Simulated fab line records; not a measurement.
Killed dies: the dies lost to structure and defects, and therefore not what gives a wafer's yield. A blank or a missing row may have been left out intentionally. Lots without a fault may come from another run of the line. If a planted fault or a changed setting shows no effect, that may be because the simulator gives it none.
fab line records	flow sky130
[record] lots = 11	wafers = 33	last-day = 51
route steps=708 shown POLY_CUT@315 LI_CONTACT@363 CONTACT@424 PAD_OPEN@708
lots with no fault: from the same line, run without faults
start-h: start of the lot's first displayed wafer, in hours after the record's first day	wait-h: hours elapsed since this lot's preceding step	" the same as in the row above	L1.1+2: a row that stands for several wafers	- value missing, or start not given	* or withheld: withheld	< > ~ a bound
route shown NAME@n: names a module that has steps shown in the file, with the first one's number in the route	usual: average and standard deviation across the fault-free wafers	same: alike in all rows	chamber/n: place in a boat	sites: the reading at each site	_std_site: how widely they spread, as a standard deviation	_edge_site: mean of outer sites minus mean of inner sites	radius-mm: for every site, how far away it sits from the centre of the wafer	mask NAME#n: copy n	behind: the most recent tool/chamber to have shaped the wafer	hold: why the lot was held/for how many hours/how that ended	device: whichever transistor did not switch (one of n, p or np)	end of line: tests of these same wafers at the route's end	for a step that has no rows: nothing shown but its recipe	killed: count of dies lost to structure and defects at first sort (not the wafer's yield)	map: dies across one wafer; x = killed, . = not, _ = none there
set.NAME: the setting the step ran with; set.NAME@STEP: the setting that earlier step ran with	model.NAME: the simulator's own value behind a step, which no gauge read
steps of the route over a sample of lots; a table a step, a row a wafer
services: the hour from which a tool's chamber was out of use, counted from the record's first day as start-h (under 0 if before that day), plus the number of hours and why
[[steps]]
[step SKY_POLY_CUT_CD_MEAS_08]
[recipe] target-cd-nm = 270
[usual] cd-nm = 270.1/1.6
lot.wafer	tool	chamber	start-h	wait-h	cd-nm
L518.1	cd-sem-02	-	598.47	-	270.0
L518.2	"	-	"	"	269.1
L518.4	"	-	"	"	270.4
L519.4	cd-sem-02	-	601.39	-	270.4
L519.5	"	-	"	"	269.6
L519.6	"	-	"	"	270.0
L517.1	cd-sem-02	-	602.91	-	271.9
L517.4	"	-	"	"	273.2
L517.6	"	-	"	"	272.3
L520.1	cd-sem-01	-	621.68	-	272.6
L520.3	"	-	"	"	270.9
L520.6	"	-	"	"	271.8
L521.3	cd-sem-02	-	625.45	-	271.5
L521.5	"	-	"	"	271.8
L521.6	"	-	"	"	272.0
L527.1	cd-sem-01	-	670.66	-	269.0
L527.4	"	-	"	"	270.5
L527.5	"	-	"	"	270.0
L534.1	cd-sem-02	-	716.47	-	269.3
L534.5	"	-	"	"	270.8
L534.6	"	-	"	"	269.6
L535.2	cd-sem-01	-	719.90	-	270.7
L535.3	"	-	"	"	272.3
L535.4	"	-	"	"	270.8
L537.1	cd-sem-02	-	744.67	-	265.9
L537.4	"	-	"	"	265.7
L537.5	"	-	"	"	266.4
L538.1	cd-sem-01	-	746.13	-	269.7
L538.4	"	-	"	"	269.9
L538.6	"	-	"	"	270.1
L539.1	cd-sem-01	-	761.93	-	269.2
L539.3	"	-	"	"	270.3
L539.4	"	-	"	"	269.6
[step SKY_LI_CONTACT_THK_MEAS_01]
[recipe] reads = PSG_of_LI_CONTACT_HDPCVD_00
[usual] LI_CONTACT_HDPCVD_THK = 925/15
lot.wafer	tool	chamber	start-h	wait-h	LI_CONTACT_HDPCVD_THK[nm]
L518.1	film-metro-04	-	687.26	0.1	939
L518.2	"	-	"	"	943
L518.4	"	-	"	"	921
L519.4	film-metro-04	-	690.17	0.0	921
L519.5	"	-	"	"	921
L519.6	"	-	"	"	929
L517.1	film-metro-04	-	691.96	0.1	939
L517.4	"	-	"	"	950
L517.6	"	-	"	"	923
L520.1	film-metro-02	-	709.50	0.1	915
L520.3	"	-	"	"	893
L520.6	"	-	"	"	918
L521.3	film-metro-02	-	712.47	0.1	933
L521.5	"	-	"	"	925
L521.6	"	-	"	"	929
L527.1	film-metro-01	-	756.30	0.1	934
L527.4	"	-	"	"	937
L527.5	"	-	"	"	959
L534.1	film-metro-01	-	802.51	0.1	926
L534.5	"	-	"	"	917
L534.6	"	-	"	"	930
L535.2	film-metro-04	-	804.62	0.1	930
L535.3	"	-	"	"	905
L535.4	"	-	"	"	902
L537.1	film-metro-01	-	828.33	0.1	940
L537.4	"	-	"	"	919
L537.5	"	-	"	"	931
L538.1	film-metro-02	-	830.91	0.1	926
L538.4	"	-	"	"	945
L538.6	"	-	"	"	922
L539.1	film-metro-04	-	845.21	0.1	922
L539.3	"	-	"	"	928
L539.4	"	-	"	"	939
[step SKY_LI_CONTACT_CMP_02]
[recipe] material = PSG	down-force-psi = 4	platen-rpm = 60	pad-velocity-m-s = 0.94248
[usual] motor-current-A = 11.8/1.4	slurry-filter-dp-kPa = 13.51/0.13	slurry-flow-ml-min = 150.0/0.45	time-to-endpoint-s = 33/3.4
lot.wafer	tool	chamber	start-h	wait-h	motor-current-A	slurry-filter-dp-kPa	slurry-flow-ml-min	time-to-endpoint-s
L518.2	cmp-02	0	687.32	0.0	10.0	13.51	149.7	33
L518.1	"	1	"	"	11.9	13.52	148.6	34
L518.4	"	3	"	"	11.5	13.63	150.2	37
L519.4	cmp-02	1	690.30	0.1	11.8	13.39	150.8	28
L519.6	"	3	"	"	11.4	13.26	150.2	35
L519.5	"	0	"	"	10.3	13.68	150.0	27
L517.1	cmp-01	1	692.02	0.1	12.8	13.71	149.9	33
L517.4	"	3	"	"	10.7	13.53	149.3	36
L517.6	"	2	"	"	10.5	13.57	151.0	29
L520.1	cmp-01	1	709.61	0.1	12.2	13.48	150.9	30
L520.3	"	2	"	"	11.4	13.63	149.3	28
L520.6	"	1	"	"	12.3	13.61	151.2	29
L521.3	cmp-01	1	712.74	0.3	11.7	13.41	149.5	30
L521.6	"	3	"	"	11.0	13.51	149.9	32
L521.5	"	0	"	"	15.1	13.71	150.8	33
L527.1	cmp-02	3	757.07	0.8	12.0	13.45	150.1	39
L527.4	"	2	"	"	12.6	13.46	149.7	36
L527.5	"	3	"	"	12.0	13.57	150.2	40
L534.1	cmp-01	3	802.84	0.3	11.0	13.36	149.6	38
L534.6	"	0	"	"	15.3	13.40	151.0	36
L534.5	"	1	"	"	12.5	13.64	149.6	33
L535.3	cmp-02	0	804.67	0.0	9.4	13.35	149.4	26
L535.2	"	1	"	"	11.9	13.18	149.5	33
L535.4	"	3	"	"	12.2	13.55	149.9	35
L537.4	cmp-02	0	828.44	0.1	10.1	13.56	150.4	28
L537.1	"	2	"	"	12.4	13.46	149.8	35
L537.5	"	0	"	"	10.2	13.69	149.9	28
L538.4	cmp-01	1	831.02	0.1	11.4	13.50	149.5	35
L538.1	"	2	"	"	11.6	13.56	150.4	31
L538.6	"	0	"	"	14.3	13.32	150.2	36
L539.3	cmp-02	1	845.27	0.0	11.9	13.62	150.5	27
L539.1	"	2	"	"	12.0	13.31	150.4	32
L539.4	"	0	"	"	9.8	13.55	150.2	27
[step SKY_CONTACT_ETCH_18]
[recipe] target = Si3N4	chemistry = CHF3/O2	stop-on = TiN	source-w = 600	bias-w = 200	pressure-mtorr = 40	chf3-flow-sccm = 50	O2_flow_sccm = 5	time-s = 39	target-depth-a = 750
[usual] drypump-motor-current-A = 5.9/0.38	oes-product-au = 0.851/0.0076	throttle-valve-pct = 8.793/0.0082
lot.wafer	tool	chamber	start-h	wait-h	drypump-motor-current-A	oes-product-au	rf-hours-counter-h	throttle-valve-pct
L518.1	rie-diel-02	3	776	-	6.0	0.851	8	8.792
L518.2	"	2	"	"	6.2	0.837	20	8.806
L518.4	"	0	"	"	6.2	0.850	11	8.798
L519.4	rie-diel-03	0	778	-	5.8	0.854	1	8.805
L519.5	"	3	"	"	6.3	0.857	-	8.782
L519.6	"	0	"	"	5.9	0.857	-	8.795
L517.1	rie-diel-02	1	779	-	5.5	0.850	1	8.802
L517.4	"	0	"	"	6.2	0.861	12	8.797
L517.6	"	3	"	"	6.0	0.849	-	8.784
L520.1	rie-diel-03	1	795	-	5.3	0.842	20	8.804
L520.3	"	0	"	"	5.8	0.847	1	8.791
L520.6	"	3	"	"	6.3	0.858	-	8.795
L521.3	rie-diel-01	2	799	-	5.9	0.845	11	8.793
L521.5	"	3	"	"	5.6	0.843	-	8.795
L521.6	"	2	"	"	5.9	0.863	-	8.779
L527.1	rie-diel-03	2	841	-	5.7	0.851	2	8.802
L527.4	"	0	"	"	5.8	0.842	3	8.814
L527.5	"	0	"	"	5.8	0.834	-	8.785
L534.1	rie-diel-02	2	887	-	6.2	0.855	24	8.782
L534.5	"	3	"	"	6.0	0.867	-	8.788
L534.6	"	2	"	"	6.2	0.855	-	8.788
L535.2	rie-diel-01	2	888	-	5.9	0.844	14	8.802
L535.3	"	0	"	"	6.7	0.852	4	8.787
L535.4	"	3	"	"	5.6	0.863	15	8.800
L537.1	rie-diel-02	2	910	-	6.2	0.844	25	8.798
L537.4	"	1	"	"	5.5	0.847	6	8.795
L537.5	"	2	"	"	6.2	0.859	-	8.802
L538.1	rie-diel-01	2	914	-	5.9	0.858	15	8.798
L538.4	"	0	"	"	6.7	0.861	5	8.796
L538.6	"	0	"	"	6.7	0.859	-	8.788
L539.1	rie-diel-03	0	927	-	5.9	0.844	5	8.789
L539.3	"	3	"	"	6.3	0.844	9	8.784
L539.4	"	2	"	"	5.6	0.854	-	8.784
[step SKY_CONTACT_STRIP_19]
[recipe] chemistry = O2/N2	power-w = 1400	pressure-mtorr = 1500	platen-temp-c = withheld	o2-flow-sccm = 3000	n2-flow-sccm = 300	overash-fraction = 0.5
[usual] drypump-motor-current-A = 6.0/0.37	oes-product-au = 0.380/0.0046	strip-time-to-endpoint-s = 3.62/0.032
[same] overash-fraction = 0.5
lot.wafer	tool	chamber	start-h	wait-h	drypump-motor-current-A	oes-product-au	rf-hours-counter-h	strip-time-to-endpoint-s
L518.1	plasma-asher-04	0	776.40	-	6.4	0.381	36	3.60
L518.2	"	1	"	"	6.0	0.385	36	3.60
L518.4	"	0	"	"	6.4	0.378	-	3.67
L519.4	plasma-asher-01	1	778.08	-	6.3	0.381	-	3.61
L519.5	"	0	"	"	5.3	0.380	-	3.59
L519.6	"	1	"	"	6.3	0.386	-	3.61
L517.1	plasma-asher-04	1	779.60	-	6.0	0.374	36	3.60
L517.4	"	0	"	"	6.4	0.381	-	3.67
L517.6	"	1	"	"	6.1	0.381	-	3.56
L520.1	plasma-asher-04	0	795.85	-	6.3	0.374	38	3.61
L520.3	"	0	"	"	6.4	0.379	-	3.63
L520.6	"	1	"	"	6.0	0.383	-	3.66
L521.3	plasma-asher-04	1	799.60	-	6.0	0.383	-	3.60
L521.5	"	0	"	"	6.4	0.378	-	3.63
L521.6	"	1	"	"	6.0	0.388	-	3.61
L527.1	plasma-asher-04	1	841.55	-	6.0	0.370	42	3.64
L527.4	"	1	"	"	6.0	0.396	-	3.83
L527.5	"	0	"	"	6.4	0.385	-	3.87
L534.1	plasma-asher-03	0	887.80	-	6.1	0.378	14	3.68
L534.5	"	1	"	"	6.1	0.374	-	3.60
L534.6	"	0	"	"	6.1	0.383	-	3.65
L535.2	plasma-asher-03	1	888.76	-	6.1	0.384	14	3.63
L535.3	"	0	"	"	6.1	0.381	-	3.62
L535.4	"	1	"	"	6.1	0.381	-	3.63
L537.1	plasma-asher-01	0	910.62	-	5.3	0.378	105	3.66
L537.4	"	1	"	"	6.4	0.377	-	3.63
L537.5	"	0	"	"	5.3	0.375	-	3.65
L538.1	plasma-asher-03	0	914.25	-	6.0	0.381	17	3.65
L538.4	"	1	"	"	6.0	0.374	-	3.64
L538.6	"	1	"	"	6.1	0.382	-	3.61
L539.1	plasma-asher-04	1	927.21	-	6.0	0.377	52	3.59
L539.3	"	0	"	"	6.4	0.373	-	3.61
L539.4	"	1	"	"	6.0	0.380	-	3.66
[step SKY_PAD_OPEN_PROBE_99]
[usual] killed_at_M0_to_M3 = 43/6.8	killed_at_M4_up = 3.2/2	killed-at-contacts = 24/5.3	killed-at-front-end = 16/4.4	killed-at-other = 0.3/0.54	killed-dies = 86/9.4	killed-on-rim = 16/3.8	killed-open = 48/6.6	killed-short = 38/6.5
[same] gross-dies = 492	killed-at-back-side = 0
lot.wafer	tool	chamber	start-h	wait-h	hold	killed_at_M0_to_M3	killed_at_M4_up	killed-at-contacts	killed-at-front-end	killed-at-other	killed-dies	killed-on-rim	killed-open	killed-short
L518.1	prober-02	-	1114.64	0.1	-	38	3	19	18	0	78	15	44	34
L518.2	prober-02	-	1114.69	0.1	-	42	3	22	14	0	81	16	50	31
L518.4	prober-02	-	1114.79	0.2	-	47	5	17	19	1	89	21	52	37
L519.4	prober-01	-	1116.96	0.2	-	42	1	17	19	0	79	12	45	34
L519.5	prober-01	-	1117.01	0.2	-	39	3	28	16	0	86	11	49	37
L519.6	prober-01	-	1117.06	0.2	-	55	3	25	15	0	98	19	59	39
L517.1	prober-02	-	1119.22	0.1	-	52	8	24	14	1	99	18	52	47
L517.4	prober-02	-	1119.37	0.2	-	49	4	29	14	0	96	16	46	50
L517.6	prober-02	-	1119.47	0.2	-	52	2	18	18	0	90	10	42	48
L520.1	prober-01	-	1131.59	0.1	-	53	4	30	20	0	107	22	68	39
L520.3	prober-01	-	1131.69	0.2	-	44	2	21	22	1	90	21	46	44
L520.6	prober-01	-	1131.84	0.2	-	32	2	21	24	0	79	12	45	33
L521.3	prober-02	-	1133.19	0.2	-	45	7	20	11	1	84	18	45	38
L521.5	prober-02	-	1133.29	0.2	-	37	5	30	11	0	83	14	48	35
L521.6	prober-02	-	1133.34	0.2	-	30	2	26	13	0	71	16	39	32
L527.1	prober-02	-	1164.48	0.1	await-dispo/1.0h/release	50	1	21	11	0	83	14	53	29
L527.4	prober-02	-	1164.63	0.2	await-dispo/1.0h/release	39	3	409	15	1	467	73	44	36
L527.5	prober-02	-	1164.68	0.2	await-dispo/1.0h/release	47	1	416	16	0	480	87	42	48
L534.1	prober-02	-	1192.11	0.1	-	38	2	28	7	0	75	11	41	34
L534.5	prober-02	-	1192.31	0.2	-	51	0	24	10	0	85	14	46	39
L534.6	prober-02	-	1192.36	0.2	-	28	2	22	16	0	68	15	34	33
L535.2	prober-01	-	1194.42	0.1	-	24	5	28	14	0	71	16	36	35
L535.3	prober-01	-	1194.47	0.2	-	51	4	35	21	0	111	25	60	51
L535.4	prober-01	-	1194.52	0.2	-	51	1	19	12	1	84	15	50	33
L537.1	prober-01	-	1208.10	0.1	-	52	2	26	22	1	103	24	53	48
L537.4	prober-01	-	1208.25	0.2	-	34	6	31	16	1	88	18	46	41
L537.5	prober-01	-	1208.30	0.2	-	32	6	21	23	0	82	15	49	33
L538.1	prober-02	-	1209.31	0.1	-	51	3	24	17	0	95	16	48	47
L538.4	prober-02	-	1209.46	0.2	-	34	1	30	18	1	84	13	50	34
L538.6	prober-02	-	1209.56	0.2	-	40	3	29	9	0	81	20	55	25
L539.1	prober-01	-	1218.85	0.1	-	51	1	23	22	1	98	24	61	37
L539.3	prober-01	-	1218.95	0.2	-	45	5	28	20	0	98	23	53	44
L539.4	prober-01	-	1219.00	0.2	-	40	1	23	19	1	84	17	48	36
// killed by level:class
L518.1 VIA1:geometric-particle:open=7 POLY_GATE:geometric-particle:short=6 LI_CONTACT:geometric-particle:open=6 CONTACT:geometric-particle:open=6 FIELD_ISO:geometric-particle:open=5 VIA2:geometric-particle:open=5 POLY_GATE:geometric-particle:open=5 METAL1:geometric-particle:short=5
L518.2 LI_CONTACT:geometric-particle:open=10 VIA1:geometric-particle:open=9 VIA3:geometric-particle:open=7 VIA2:geometric-particle:open=5 CONTACT:geometric-particle:open=5 METAL2:geometric-particle:short=5 METAL3:geometric-particle:short=4 METAL1:geometric-particle:open=4
L518.4 VIA1:geometric-particle:open=15 VIA2:geometric-particle:open=9 CONTACT:geometric-particle:open=7 METAL1:geometric-particle:short=6 POLY_GATE:geometric-particle:open=5 POLY_GATE:geometric-particle:short=4 VIA3:geometric-particle:open=4 FIELD_ISO:geometric-particle:short=3
L519.4 LI_CONTACT:geometric-particle:open=9 VIA1:geometric-particle:open=8 VIA2:geometric-particle:open=7 VIA3:geometric-particle:open=7 POLY_GATE:geometric-particle:short=5 VIA1:geometric-particle:short=5 CONTACT:geometric-particle:open=5 FIELD_ISO:geometric-particle:short=4
L519.5 VIA1:geometric-particle:open=11 CONTACT:geometric-particle:open=10 LI_CONTACT:geometric-particle:open=7 VIA3:geometric-particle:open=7 POLY_GATE:geometric-particle:open=6 VIA2:geometric-particle:open=5 FIELD_ISO:geometric-particle:short=5 LI_CONTACT:geometric-particle:short=5
L519.6 VIA2:geometric-particle:open=10 VIA3:geometric-particle:open=9 METAL2:geometric-particle:short=9 CONTACT:geometric-particle:open=8 LI_CONTACT:geometric-particle:open=7 VIA1:geometric-particle:open=7 VIA3:geometric-particle:short=5 POLY_GATE:geometric-particle:open=4
L517.1 CONTACT:geometric-particle:open=10 LI_CONTACT:geometric-particle:open=8 VIA1:geometric-particle:open=7 METAL1:geometric-particle:short=7 VIA1:geometric-particle:short=7 VIA2:geometric-particle:open=7 VIA3:geometric-particle:short=5 VIA3:geometric-particle:open=5
L517.4 CONTACT:geometric-particle:open=11 VIA1:geometric-particle:short=9 VIA3:geometric-particle:open=9 LI_CONTACT:geometric-particle:open=7 FIELD_ISO:geometric-particle:short=6 METAL1:geometric-particle:short=6 VIA1:geometric-particle:open=6 METAL2:geometric-particle:short=6
L517.6 VIA1:geometric-particle:open=12 METAL1:geometric-particle:short=11 CONTACT:geometric-particle:open=7 METAL3:geometric-particle:short=7 CONTACT:geometric-particle:short=6 FIELD_ISO:geometric-particle:open=5 FIELD_ISO:geometric-particle:short=5 VIA2:geometric-particle:open=5
L520.1 VIA1:geometric-particle:open=17 CONTACT:geometric-particle:open=11 FIELD_ISO:geometric-particle:open=8 LI_CONTACT:geometric-particle:open=7 CONTACT:geometric-particle:short=6 VIA2:geometric-particle:open=6 VIA3:geometric-particle:open=6 METAL2:geometric-particle:short=5
L520.3 VIA3:geometric-particle:open=11 CONTACT:geometric-particle:open=11 POLY_GATE:geometric-particle:short=8 VIA1:geometric-particle:open=7 METAL1:geometric-particle:short=7 POLY_GATE:geometric-particle:open=5 LOCAL_INTERCONNECT:geometric-particle:short=4 METAL2:geometric-particle:short=4
L520.6 VIA1:geometric-particle:open=11 CONTACT:geometric-particle:open=9 POLY_GATE:geometric-particle:open=7 METAL1:geometric-particle:short=7 FIELD_ISO:geometric-particle:short=4 POLY_GATE:geometric-particle:short=4 VIA2:geometric-particle:open=4 VIA1:geometric-particle:short=4
L521.3 CONTACT:geometric-particle:open=9 VIA1:geometric-particle:open=8 VIA3:geometric-particle:open=8 VIA2:geometric-particle:open=7 METAL2:geometric-particle:short=6 CONTACT:geometric-particle:short=5 POLY_GATE:geometric-particle:open=4 VIA2:geometric-particle:short=4
L521.5 LI_CONTACT:geometric-particle:open=11 CONTACT:geometric-particle:open=8 VIA2:geometric-particle:open=8 VIA3:geometric-particle:open=7 FIELD_ISO:geometric-particle:open=5 LOCAL_INTERCONNECT:geometric-particle:short=5 CONTACT:geometric-particle:short=5 METAL2:geometric-particle:short=5
L521.6 VIA1:geometric-particle:open=10 LI_CONTACT:geometric-particle:open=9 CONTACT:geometric-particle:open=7 FIELD_ISO:geometric-particle:short=5 LOCAL_INTERCONNECT:geometric-particle:short=5 CONTACT:geometric-particle:short=5 METAL2:geometric-particle:short=5 VIA3:geometric-particle:open=4
L527.1 VIA1:geometric-particle:open=13 CONTACT:geometric-particle:open=9 LI_CONTACT:geometric-particle:open=8 VIA3:geometric-particle:open=7 METAL3:geometric-particle:short=7 VIA2:geometric-particle:open=5 CONTACT:geometric-particle:short=4 METAL2:geometric-particle:short=4
L527.4 CONTACT:area-etch=387 VIA2:geometric-particle:open=9 VIA1:geometric-particle:open=8 CONTACT:geometric-particle:open=7 FIELD_ISO:geometric-particle:short=6 CONTACT:geometric-particle:short=6 LI_CONTACT:geometric-particle:open=6 METAL3:geometric-particle:short=5
L527.5 CONTACT:area-etch=390 CONTACT:geometric-particle:open=11 METAL1:geometric-particle:short=8 LI_CONTACT:geometric-particle:open=7 VIA2:geometric-particle:open=7 FIELD_ISO:geometric-particle:short=6 VIA1:geometric-particle:short=6 VIA3:geometric-particle:open=6
L534.1 VIA1:geometric-particle:open=13 CONTACT:geometric-particle:open=9 LI_CONTACT:geometric-particle:open=8 CONTACT:geometric-particle:short=6 VIA2:geometric-particle:open=6 METAL2:geometric-particle:short=4 POLY_GATE:geometric-particle:short=3 LOCAL_INTERCONNECT:geometric-particle:short=3
L534.5 VIA1:geometric-particle:open=10 VIA1:geometric-particle:short=8 VIA3:geometric-particle:open=8 CONTACT:geometric-particle:short=7 LI_CONTACT:geometric-particle:open=7 CONTACT:geometric-particle:open=7 METAL1:geometric-particle:short=6 VIA2:geometric-particle:open=6
L534.6 CONTACT:geometric-particle:open=10 VIA1:geometric-particle:short=6 METAL2:geometric-particle:short=6 VIA3:geometric-particle:open=6 LI_CONTACT:geometric-particle:open=5 FIELD_ISO:geometric-particle:short=4 POLY_GATE:geometric-particle:open=4 LOCAL_INTERCONNECT:geometric-particle:short=4
L535.2 CONTACT:geometric-particle:open=11 LI_CONTACT:geometric-particle:open=7 VIA1:geometric-particle:short=6 LOCAL_INTERCONNECT:geometric-particle:short=5 FIELD_ISO:geometric-particle:short=4 POLY_GATE:geometric-particle:open=4 CONTACT:geometric-particle:short=4 VIA1:geometric-particle:open=4
L535.3 CONTACT:geometric-particle:open=13 VIA1:geometric-particle:open=13 CONTACT:geometric-particle:short=9 LI_CONTACT:geometric-particle:open=8 FIELD_ISO:geometric-particle:short=7 VIA2:geometric-particle:open=7 METAL1:geometric-particle:short=6 VIA2:geometric-particle:short=5
L535.4 VIA1:geometric-particle:open=15 VIA2:geometric-particle:open=10 CONTACT:geometric-particle:open=7 POLY_GATE:geometric-particle:open=5 VIA1:geometric-particle:short=5 METAL1:geometric-particle:short=4 METAL2:geometric-particle:short=4 VIA3:geometric-particle:open=4
L537.1 VIA1:geometric-particle:open=16 VIA3:geometric-particle:open=9 VIA1:geometric-particle:short=8 CONTACT:geometric-particle:short=7 CONTACT:geometric-particle:open=7 FIELD_ISO:geometric-particle:short=6 LOCAL_INTERCONNECT:geometric-particle:short=6 METAL1:geometric-particle:short=5
L537.4 LI_CONTACT:geometric-particle:open=12 CONTACT:geometric-particle:open=8 VIA1:geometric-particle:open=8 VIA1:geometric-particle:short=7 METAL4:geometric-particle:short=6 LOCAL_INTERCONNECT:geometric-particle:short=5 POLY_GATE:geometric-particle:open=4 VIA2:geometric-particle:open=4
L537.5 LI_CONTACT:geometric-particle:open=13 POLY_GATE:geometric-particle:short=9 VIA1:geometric-particle:open=9 VIA2:geometric-particle:open=6 FIELD_ISO:geometric-particle:open=5 CONTACT:geometric-particle:open=5 METAL4:geometric-particle:short=5 POLY_GATE:geometric-particle:open=4
L538.1 LI_CONTACT:geometric-particle:open=11 VIA1:geometric-particle:open=10 VIA3:geometric-particle:open=7 VIA1:geometric-particle:short=7 METAL1:geometric-particle:short=6 FIELD_ISO:geometric-particle:short=5 METAL2:geometric-particle:short=5 CONTACT:geometric-particle:open=5
L538.4 CONTACT:geometric-particle:open=11 LI_CONTACT:geometric-particle:open=9 FIELD_ISO:geometric-particle:open=8 VIA1:geometric-particle:open=8 METAL1:geometric-particle:short=5 POLY_GATE:geometric-particle:open=4 LI_CONTACT:geometric-particle:short=4 CONTACT:geometric-particle:short=4
L538.6 CONTACT:geometric-particle:open=15 VIA1:geometric-particle:open=12 LI_CONTACT:geometric-particle:open=8 VIA3:geometric-particle:open=8 METAL3:geometric-particle:short=6 METAL2:geometric-particle:short=5 VIA2:geometric-particle:open=4 FIELD_ISO:geometric-particle:open=3
L539.1 CONTACT:geometric-particle:open=16 VIA1:geometric-particle:open=14 VIA3:geometric-particle:open=8 METAL1:geometric-particle:short=7 METAL2:geometric-particle:short=7 FIELD_ISO:geometric-particle:open=6 VIA1:geometric-particle:short=6 POLY_GATE:geometric-particle:short=6
L539.3 VIA1:geometric-particle:open=10 VIA2:geometric-particle:open=9 POLY_GATE:geometric-particle:open=7 LI_CONTACT:geometric-particle:open=7 VIA3:geometric-particle:open=7 LOCAL_INTERCONNECT:geometric-particle:short=6 CONTACT:geometric-particle:short=6 POLY_GATE:geometric-particle:short=5
L539.4 LI_CONTACT:geometric-particle:open=10 CONTACT:geometric-particle:open=8 VIA1:geometric-particle:open=7 VIA3:geometric-particle:open=7 METAL1:geometric-particle:short=6 METAL2:geometric-particle:short=6 FIELD_ISO:geometric-particle:open=5 FIELD_ISO:geometric-particle:short=4
[[services]]
tool	chamber	start-h	hours	kind
rie-diel-02	1	692.54	13.6	repair
cmp-02	-	697.57	0.5	repair
rie-diel-02	3	697.93	4.0	repair
plasma-asher-04	-	699.76	4.5	repair
rie-diel-02	0	709.53	2.7	repair
cmp-01	-	710.93	0.5	repair
rie-diel-01	3	731.79	11.8	repair
cmp-02	-	733.95	2.6	repair
cmp-02	-	740.93	1.0	repair
cmp-01	-	747.61	25.7	repair
cmp-02	-	751.87	4.0	pm
rie-diel-03	2	760.36	4.0	repair
cmp-02	-	762.64	0.6	repair
plasma-asher-04	-	763.39	1.6	repair
cmp-02	-	768.50	2.5	repair
rie-diel-02	1	788.97	10.5	repair
rie-diel-02	2	790.79	3.5	repair
cmp-02	-	798.65	2.1	repair
cmp-01	-	809.50	5.1	pm
cmp-02	-	838.63	3.8	pm
cmp-01	-	847.83	5.3	repair
rie-diel-03	0	896.43	10.0	repair
cmp-01	-	912.00	4.0	pm
cmp-01	-	919.43	2.0	repair
[[key]]
[first-sign] step = SKY_CONTACT_STRIP_19	reading = strip-time-to-endpoint-s	direction = up	sigmas = 7.3	usual = *	struck = *
[effect] step = SKY_PAD_OPEN_PROBE_99	reading = killed-at-contacts	direction = up	sigmas = 74	usual = 24	struck = 412
[more-kills-born-at] SKY_CONTACT_ETCH_18@rie-diel-03 = 777
met-at SKY_CONTACT_ETCH_18
struck-lots L527
struck-wafers L527.4,L527.5
later-rows-left-out L527.4,L527.5
tester-left-out L527
not-acting-at SKY_POLY_CUT_CD_MEAS_08,SKY_LI_CONTACT_THK_MEAS_01,SKY_LI_CONTACT_CMP_02
onset-between 795 841
[fault] kind = process-parameter-drift	tool = rie-diel-03	chamber = 0	onset-h = 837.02	steps = SKY_CONTACT_ETCH_18	channel = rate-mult	offset = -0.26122	shape = step	end-h = 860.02
// tester-left-out: of these lots the tester's yield and bins aren't shown, on N5 and GAA mostly nor the transistor test; their killed dies are dies lost to structure and defects alone, not to doping, threshold or leakage, so they don't give the yield
// later-rows-left-out: the simulator's readings of these wafers behind a module that went badly wrong aren't trusted and aren't shown, but for the sort
